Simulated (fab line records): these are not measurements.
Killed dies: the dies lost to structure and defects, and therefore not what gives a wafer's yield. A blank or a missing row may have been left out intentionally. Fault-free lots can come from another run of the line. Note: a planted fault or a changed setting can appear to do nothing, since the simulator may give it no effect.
fab line records | flow sky130
record lots=14 wafers=42 lastDay=50
route steps=708 shown VT_ADJUST_PCH@150 POLY_GATE@229
lots untouched by any fault: they come from a run of this same line in which no faults occurred
startH: the number of hours between the record's first day and the start of the first shown wafer of the lot | waitH: hours since the lot's step before | " as in the row above | L1.1+2: one row covering several wafers at once | - either no value or no given start | * or withheld: withheld | < > ~ a bound
route shown NAME@n: names a module that has steps shown in the file, with the first one's number in the route | usual: the fault-free wafers' mean and standard deviation | same: alike in all rows | chamber/n: place in a boat | sites: each site's reading | _std_site: their standard deviation | _edge_site: mean of outer sites minus mean of inner sites | radiusMm: for every site, how far away it sits from the centre of the wafer | mask NAME#n: copy n | behind: the tool/chamber that last shaped the wafer | hold: reason for holding the lot/hours on hold/outcome of the hold | device: which transistor (n, p or np) failed to switch | end of line: the same wafers' tests at the end of the route | where a step has no rows: the recipe by itself | killed: dies lost to structure and defects at the first sort, not the wafer's yield | map: a wafer's dies, x killed, . not, _ none there
set.NAME: the setting as run; set.NAME@STEP: as run at that earlier step | model.NAME: the simulator's own value behind a step, which no gauge read
the route's steps for a sample of lots (tables are steps, rows are wafers)
services: when a tool's chamber went out of use (startH, in hours from the record's first day, below 0 if earlier), for how many hours, and the reason
## steps
# step SKY_VT_ADJUST_PCH_OVL_MEAS_07
# usual VT_ADJUST_PCH_OVL=-2.2/1.4
# columns lot.wafer tool chamber startH waitH VT_ADJUST_PCH_OVL[nm]
L223.2 overlay-01 - 230.45 - -0.2
L223.3 " - " " 0.5
L223.5 " - " " -1.7
L224.1 overlay-01 - 235.55 - -2.7
L224.5 " - " " -2.5
L224.6 " - " " -1.3
L225.1 overlay-01 - 243.64 - -3.9
L225.2 " - " " -3.1
L225.5 " - " " -3.5
L226.1 overlay-02 - 252.13 - -1.9
L226.5 " - " " -3.9
L226.6 " - " " -2.5
L228.1 overlay-02 - 266.80 - -1.8
L228.5 " - " " -1.4
L228.6 " - " " -1.4
L229.2 overlay-02 - 279.65 - -0.7
L229.3 " - " " -1.2
L229.6 " - " " -0.7
L230.1 overlay-02 - 287.63 - -2.3
L230.5 " - " " -1.8
L230.6 " - " " -3.1
L232.4 overlay-01 - 301.06 - -3.4
L232.5 " - " " -3.8
L232.6 " - " " -4.1
L239.1 overlay-02 - 364.09 - -4.1
L239.3 " - " " -2.7
L239.6 " - " " -3.6
L240.1 overlay-02 - 365.65 - -0.6
L240.2 " - " " -0.2
L240.6 " - " " -0.7
L241.1 overlay-02 - 380.20 - -4.6
L241.2 " - " " -4.2
L241.3 " - " " -2.9
L242.4 overlay-01 - 381.91 - -0.5
L242.5 " - " " -0.4
L242.6 " - " " -2.0
L244.1 overlay-02 - 397.53 - -1.6
L244.4 " - " " -2.0
L244.6 " - " " -2.2
L245.3 overlay-02 - 403.56 - -1.1
L245.5 " - " " -1.3
L245.6 " - " " -3.0
# step SKY_VT_ADJUST_PCH_STRIP_09
# recipe chemistry=O2/N2 powerW=1400 pressureMtorr=1500 platenTempC=withheld o2FlowSccm=3000 n2FlowSccm=300 overashFraction=0.5
# usual drypumpMotorCurrentA=5.64/0.21 oesProductAu=0.723/0.0046 stripTimeToEndpointS=36.94/0.1
# columns lot.wafer tool chamber startH waitH drypumpMotorCurrentA oesProductAu rfHoursCounterH stripTimeToEndpointS
L223.2 plasmaAsher-01 1 230.63 0.1 5.46 0.725 11 36.91
L223.3 " 0 " " 5.46 0.725 - 37.03
L223.5 " 0 " " 5.44 0.717 - 36.89
L224.1 plasmaAsher-02 1 235.73 0.1 5.48 0.724 53 36.78
L224.5 " 1 " " 5.50 0.727 - 36.89
L224.6 " 0 " " 5.65 0.724 - 36.77
L225.1 plasmaAsher-03 1 243.83 0.1 5.93 0.726 55 36.82
L225.2 " 0 " " 5.95 0.729 55 36.79
L225.5 " 1 " " 5.90 0.717 - 36.79
L226.1 plasmaAsher-03 1 252.31 0.1 5.92 0.716 56 36.90
L226.5 " 0 " " 5.98 0.715 - 36.91
L226.6 " 1 " " 5.93 0.723 - 36.91
L228.1 plasmaAsher-01 0 266.98 0.1 5.45 0.725 14 36.98
L228.5 " 1 " " 5.48 0.714 - 37.11
L228.6 " 0 " " 5.46 0.718 - 36.88
L229.2 plasmaAsher-01 0 279.83 0.1 5.45 0.723 16 37.09
L229.3 " 0 " " 5.46 0.723 - 37.15
L229.6 " 0 " " 5.46 0.724 - 37.13
L230.1 plasmaAsher-02 1 287.81 0.1 5.48 0.723 58 36.89
L230.5 " 1 " " 5.49 0.725 - 36.92
L230.6 " 0 " " 5.63 0.718 - 36.83
L232.4 plasmaAsher-02 1 301.26 0.1 5.48 0.722 - 36.79
L232.5 " 1 " " 5.50 0.719 - 36.85
L232.6 " 0 " " 5.61 0.729 - 36.87
L239.1 plasmaAsher-02 0 364.28 0.1 5.60 0.716 65 36.79
L239.3 " 0 " " 5.61 0.728 - 36.78
L239.6 " 1 " " 5.51 0.727 - 36.87
L240.1 plasmaAsher-02 1 365.83 0.1 5.49 0.725 65 37.00
L240.2 " 0 " " 5.64 0.720 65 36.92
L240.6 " 1 " " 5.51 0.724 - 36.89
L241.1 plasmaAsher-03 1 380.38 0.1 5.91 0.722 68 36.81
L241.2 " 0 " " 5.97 0.721 68 36.93
L241.3 " 0 " " 5.99 0.725 - 36.91
L242.4 plasmaAsher-03 1 382.12 0.1 5.93 0.723 - 36.87
L242.5 " 1 " " 5.95 0.729 - 36.87
L242.6 " 0 " " 5.99 0.724 - 36.77
L244.1 plasmaAsher-02 0 397.71 0.1 5.64 0.724 68 37.03
L244.4 " 1 " " 5.49 0.718 - 37.03
L244.6 " 0 " " 5.64 0.720 - 37.08
L245.3 plasmaAsher-02 1 403.77 0.1 5.47 0.729 - 36.87
L245.5 " 0 " " 5.63 0.731 - 36.91
L245.6 " 1 " " 5.49 0.728 - 37.01
# step SKY_POLY_GATE_ETCH_15
# recipe chemistry=N2/H2 target=BARC ionEnergyEv=200 sourceW=500 biasW=100 pressureMtorr=30 n2FlowSccm=100 h2FlowSccm=200 stopOn=SiO2 timeS=118.5 targetDepthA=1100
# usual biasW=99.97/0.29 chamberPressureMTorr=29.999/0.027 drypumpMotorCurrentA=5.7/0.47 oesProductAu=0.716/0.0043 throttleValvePct=13.213/0.0093
# columns lot.wafer tool chamber startH waitH biasW chamberPressureMTorr drypumpMotorCurrentA oesProductAu rfHoursCounterH throttleValvePct
L223.2 rieDiel-04 1 370.90 0.0 100.23 29.977 5.2 0.720 42 13.227
L223.3 " 3 " " 100.38 30.030 5.9 0.720 41 13.203
L223.5 " 1 " " 100.51 29.980 5.2 0.717 - 13.219
L224.1 rieDiel-04 1 384.40 0.0 99.50 30.022 5.3 0.720 42 13.224
L224.5 " 3 " " 100.20 29.983 5.9 0.722 - 13.215
L224.6 " 0 " " 99.58 30.014 6.5 0.714 - 13.217
L225.1 rieDiel-01 0 391.70 0.0 99.76 29.990 6.4 0.716 13 13.217
L225.2 " 3 " " 100.38 30.032 4.8 0.719 75 13.217
L225.5 " 1 " " 99.99 30.029 5.7 0.712 - 13.203
L226.1 rieDiel-03 1 398.68 0.0 99.73 29.974 5.8 0.719 8 13.220
L226.5 " 3 " " 99.62 29.995 5.5 0.715 - 13.198
L226.6 " 2 " " 100.32 30.018 5.5 0.714 - 13.223
L228.1 rieDiel-01 1 415.45 0.0 99.68 30.006 5.7 0.715 33 13.221
L228.5 " 1 " " 100.27 30.005 5.7 0.714 - 13.213
L228.6 " 3 " " 100.57 29.976 4.9 0.711 - 13.211
L229.2 rieDiel-04 0 434.30 0.0 99.89 30.025 6.6 0.716 65 13.198
L229.3 " 1 " " 99.57 29.993 5.3 0.719 43 13.237
L229.6 " 1 " " 99.98 30.015 5.2 0.712 - 13.203
L230.1 rieDiel-01 1 439.08 0.0 100.60 30.009 5.8 0.716 33 13.215
L230.5 " 1 " " 100.14 30.002 5.8 0.715 - 13.198
L230.6 " 2 " " 99.93 30.004 5.4 0.715 - 13.221
L232.4 rieDiel-04 3 457.53 0.0 99.62 30.001 5.9 0.716 42 13.217
L232.5 " 0 " " 99.98 30.009 6.6 0.715 - 13.210
L232.6 " 3 " " 99.66 29.987 5.9 0.714 - 13.218
L239.1 rieDiel-03 2 532.19 0.0 100.30 29.966 5.6 0.718 34 13.210
L239.3 " 1 " " 99.61 29.994 5.8 0.727 12 13.207
L239.6 " 3 " " 99.83 29.972 5.6 0.725 - 13.236
L240.1 rieDiel-01 3 534.40 0.0 100.48 30.011 4.8 0.719 77 13.204
L240.2 " 0 " " 99.98 29.971 6.4 0.717 15 13.228
L240.6 " 3 " " 99.94 29.979 4.8 0.723 - 13.215
L241.1 rieDiel-01 1 542.72 0.0 99.92 30.005 5.7 0.720 35 13.215
L241.2 " 0 " " 99.96 29.998 6.3 0.710 16 13.212
L241.3 " 2 " " 100.32 29.968 5.4 0.714 6 13.206
L242.4 rieDiel-04 1 548.08 0.0 100.12 30.019 5.3 0.717 45 13.211
L242.5 " 3 " " 99.84 30.024 5.9 0.710 - 13.208
L242.6 " 0 " " 99.99 30.018 6.6 0.710 - 13.227
L244.1 rieDiel-01 2 563.78 0.0 100.45 30.014 5.3 0.720 6 13.237
L244.4 " 3 " " 100.14 29.975 4.8 0.724 78 13.209
L244.6 " 1 " " 100.02 29.913 5.7 0.718 - 13.203
L245.3 rieDiel-03 2 569.99 0.0 100.43 30.003 5.6 0.714 35 13.196
L245.5 " 1 " " 99.33 29.995 5.8 0.710 - 13.198
L245.6 " 3 " " 99.82 29.968 5.6 0.708 - 13.213
# step SKY_POLY_GATE_ETCH_16
# recipe stopOn=poly-Si chemistry=CH3F/O2 target=Si3N4 sourceW=400 biasW=80 pressureMtorr=25 ch3fFlowSccm=40 O2_flow_sccm=30 timeS=147.5 targetDepthA=750
# usual O2_flow_sccm=30.00/0.096 biasW=79.98/0.23 ch3fFlowSccm=39.99/0.13 drypumpMotorCurrentA=5.7/0.47 oesProductAu=0.641/0.0051 throttleValvePct=10.536/0.0088
# columns lot.wafer tool chamber startH waitH O2_flow_sccm biasW ch3fFlowSccm drypumpMotorCurrentA oesProductAu rfHoursCounterH throttleValvePct
L223.2 rieDiel-04 1 370.98 0.0 30.14 79.69 40.23 5.3 0.634 42 10.518
L223.3 " 3 " " 29.82 79.77 39.85 5.9 0.636 41 10.532
L223.5 " 1 " " 30.05 79.77 40.00 5.3 0.643 - 10.546
L224.1 rieDiel-04 1 384.48 0.0 30.12 80.29 40.15 5.3 0.628 42 10.529
L224.5 " 3 " " 30.10 79.67 40.13 5.9 0.636 - 10.525
L224.6 " 0 " " 29.93 79.93 39.89 6.5 0.645 - 10.526
L225.1 rieDiel-01 0 391.78 0.0 30.06 80.33 40.14 6.3 0.650 13 10.539
L225.2 " 3 " " 29.89 80.04 40.13 4.8 0.651 75 10.534
L225.5 " 1 " " 29.94 79.71 39.96 5.7 0.648 - 10.532
L226.1 rieDiel-03 1 398.76 0.0 29.99 79.57 39.83 5.8 0.636 8 10.542
L226.5 " 3 " " 30.11 80.11 39.75 5.5 0.638 - 10.532
L226.6 " 2 " " 29.94 80.38 39.88 5.5 0.634 - 10.516
L228.1 rieDiel-01 1 415.53 0.0 30.03 80.34 39.91 5.7 0.640 33 10.535
L228.5 " 1 " " 29.96 80.14 39.86 5.7 0.638 - 10.540
L228.6 " 3 " " 30.09 79.87 39.95 4.8 0.635 - 10.541
L229.2 rieDiel-04 0 434.38 0.0 29.94 80.08 39.88 6.5 0.643 65 10.536
L229.3 " 1 " " 30.10 79.66 39.99 5.3 0.643 43 10.540
L229.6 " 1 " " 30.18 80.13 40.18 5.3 0.639 - 10.529
L230.1 rieDiel-01 1 439.16 0.0 - - - - - - -
L230.5 " 1 " " - - - - - - -
L230.6 " 2 " " - - - - - - -
L232.4 rieDiel-04 3 457.61 0.0 - - - - - - -
L232.5 " 0 " " - - - - - - -
L232.6 " 3 " " - - - - - - -
L239.1 rieDiel-03 2 532.28 0.0 29.92 80.30 39.73 5.5 0.639 34 10.538
L239.3 " 1 " " 29.90 80.14 39.92 5.8 0.646 12 10.533
L239.6 " 3 " " 30.05 79.99 39.99 5.5 0.640 - 10.537
L240.1 rieDiel-01 3 534.48 0.0 29.96 79.86 39.87 4.8 0.647 77 10.541
L240.2 " 0 " " 30.08 80.07 39.94 6.3 0.645 15 10.535
L240.6 " 3 " " 30.00 79.73 39.85 4.8 0.649 - 10.551
L241.1 rieDiel-01 1 542.80 0.0 30.01 79.36 39.83 5.7 0.641 35 10.538
L241.2 " 0 " " 30.01 80.05 39.93 6.4 0.645 16 10.544
L241.3 " 2 " " 29.94 79.70 39.90 5.3 0.640 6 10.546
L242.4 rieDiel-04 1 548.16 0.0 30.23 79.66 39.91 5.3 0.647 45 10.552
L242.5 " 3 " " 29.98 80.29 40.23 5.9 0.645 - 10.533
L242.6 " 0 " " 30.02 80.16 39.96 6.5 0.640 - 10.543
L244.1 rieDiel-01 2 563.86 0.0 30.13 79.62 39.91 5.3 0.632 6 10.529
L244.4 " 3 " " 29.93 80.34 40.00 4.8 0.641 78 10.541
L244.6 " 1 " " 29.94 80.02 39.86 5.7 0.639 - 10.546
L245.3 rieDiel-03 2 570.08 0.0 30.00 80.04 40.02 5.5 0.640 35 10.528
L245.5 " 1 " " 29.94 80.21 39.82 5.8 0.646 - 10.538
L245.6 " 3 " " 29.89 79.91 39.94 5.5 0.642 - 10.527
# step SKY_POLY_GATE_STRIP_18
# recipe chemistry=O2/N2 powerW=1365 pressureMtorr=1500 platenTempC=withheld o2FlowSccm=3000 n2FlowSccm=300 overashFraction=0.5
# usual drypumpMotorCurrentA=5.65/0.21 oesProductAu=0.361/0.005 stripTimeToEndpointS=3.24/0.043
# columns lot.wafer tool chamber startH waitH drypumpMotorCurrentA oesProductAu rfHoursCounterH stripTimeToEndpointS
L223.2 plasmaAsher-03 1 371.14 0.0 5.93 0.358 67 3.18
L223.3 " 1 " " 5.93 0.361 - 3.30
L223.5 " 1 " " 5.94 0.355 - 3.17
L224.1 plasmaAsher-01 1 384.63 0.0 5.46 0.362 26 3.17
L224.5 " 1 " " 5.45 0.361 - 3.28
L224.6 " 0 " " 5.44 0.362 - 3.29
L225.1 plasmaAsher-03 0 391.94 0.0 5.97 0.361 69 3.23
L225.2 " 1 " " 5.94 0.354 69 3.19
L225.5 " 1 " " 5.94 0.356 - 3.25
L226.1 plasmaAsher-02 0 398.92 0.0 5.62 0.357 69 3.31
L226.5 " 0 " " 5.63 0.366 - 3.28
L226.6 " 1 " " 5.49 0.369 - 3.29
L228.1 plasmaAsher-02 1 415.69 0.0 5.47 0.349 70 3.20
L228.5 " 0 " " 5.61 0.368 - 3.26
L228.6 " 1 " " 5.47 0.354 - 3.17
L229.2 plasmaAsher-02 0 434.53 0.0 5.63 0.351 73 3.24
L229.3 " 0 " " 5.62 0.355 - 3.19
L229.6 " 0 " " 5.67 0.355 - 3.18
L230.1 plasmaAsher-01 0 439.32 0.0 5.43 0.414 32 4.45
L230.5 " 0 " " 5.43 0.412 - 4.45
L230.6 " 1 " " 5.45 0.407 - 4.42
L232.4 plasmaAsher-03 0 457.80 0.1 5.99 0.406 - 4.44
L232.5 " 1 " " 5.92 0.413 - 4.46
L232.6 " 0 " " 5.98 0.410 - 4.46
L239.1 plasmaAsher-03 1 532.43 0.0 5.92 0.362 12 3.27
L239.3 " 1 " " 5.93 0.364 - 3.30
L239.6 " 1 " " 5.94 0.359 - 3.28
L240.1 plasmaAsher-01 0 534.64 0.0 5.42 0.359 42 3.21
L240.2 " 1 " " 5.46 0.354 42 3.20
L240.6 " 1 " " 5.48 0.356 - 3.16
L241.1 plasmaAsher-03 0 542.96 0.0 5.96 0.362 13 3.22
L241.2 " 1 " " 5.91 0.360 13 3.22
L241.3 " 0 " " 5.94 0.362 - 3.21
L242.4 plasmaAsher-03 0 548.35 0.1 5.94 0.368 - 3.11
L242.5 " 1 " " 5.92 0.369 - 3.24
L242.6 " 0 " " 5.95 0.358 - 3.19
L244.1 plasmaAsher-01 1 564.02 0.0 5.46 0.356 45 3.22
L244.4 " 1 " " 5.47 0.351 - 3.21
L244.6 " 1 " " 5.45 0.363 - 3.28
L245.3 plasmaAsher-03 1 570.26 0.1 5.91 0.369 - 3.27
L245.5 " 0 " " 5.96 0.363 - 3.28
L245.6 " 1 " " 5.92 0.369 - 3.24
## services
# columns tool chamber startH hours kind
rieDiel-01 0 229.13 6.6 repair
rieDiel-04 0 263.58 3.3 repair
rieDiel-01 2 306.67 17.8 repair
rieDiel-01 0 323.07 4.7 repair
plasmaAsher-03 - 333.11 1.4 repair
rieDiel-04 3 356.32 7.9 repair
rieDiel-04 0 365.92 2.3 repair
rieDiel-01 - 379.90 0.2 repair
rieDiel-04 2 381.67 10.2 repair
rieDiel-04 - 397.86 14.6 pm
rieDiel-01 0 415.10 17.6 repair
plasmaAsher-03 - 421.25 9.0 pm
rieDiel-04 2 423.64 11.7 repair
plasmaAsher-03 - 433.32 0.5 repair
plasmaAsher-02 - 434.97 38.2 repair
rieDiel-04 1 466.27 12.9 repair
plasmaAsher-02 - 473.15 14.6 pm
rieDiel-01 1 475.95 14.6 repair
rieDiel-01 - 528.40 0.6 repair
rieDiel-01 - 538.12 2.8 pm
rieDiel-04 2 555.67 10.1 repair
plasmaAsher-02 - 561.19 24.3 repair
plasmaAsher-02 - 561.22 2.3 repair
rieDiel-01 - 569.51 0.1 repair
## key
firstSign step=SKY_POLY_GATE_ETCH_16 reading=toolRecord direction=missing
effect step=SKY_POLY_GATE_STRIP_18 reading=stripTimeToEndpointS direction=up sigmas=28 usual=* struck=*
metAt SKY_POLY_GATE_ETCH_16
struckLots L230,L232
laterRowsLeftOut L230.1,L230.5,L230.6,L232.4,L232.5,L232.6
sortLeftOut L230.1,L230.5,L230.6,L232.4,L232.5,L232.6
testerLeftOut L230,L232
notActingAt SKY_VT_ADJUST_PCH_OVL_MEAS_07,SKY_VT_ADJUST_PCH_STRIP_09,SKY_POLY_GATE_ETCH_15
onsetBetween 434.38 439.16
fault kind=skippedStepWhole tool=rieDiel-01,rieDiel-04 chamber=- onsetH=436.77 steps=SKY_POLY_GATE_ETCH_16 scope=struckLotsOnly
# testerLeftOut: of these lots the tester's yield and bins aren't shown, on N5 and GAA mostly nor the transistor test; their killed dies are dies lost to structure and defects alone, not to doping, threshold or leakage, so they don't give the yield
# sortLeftOut: the simulated sort isn't trusted on such a fault, so these wafers' sort isn't shown, and their yield isn't known
# laterRowsLeftOut: the simulator's readings of these wafers behind a module that went badly wrong aren't trusted and aren't shown, but for the sort
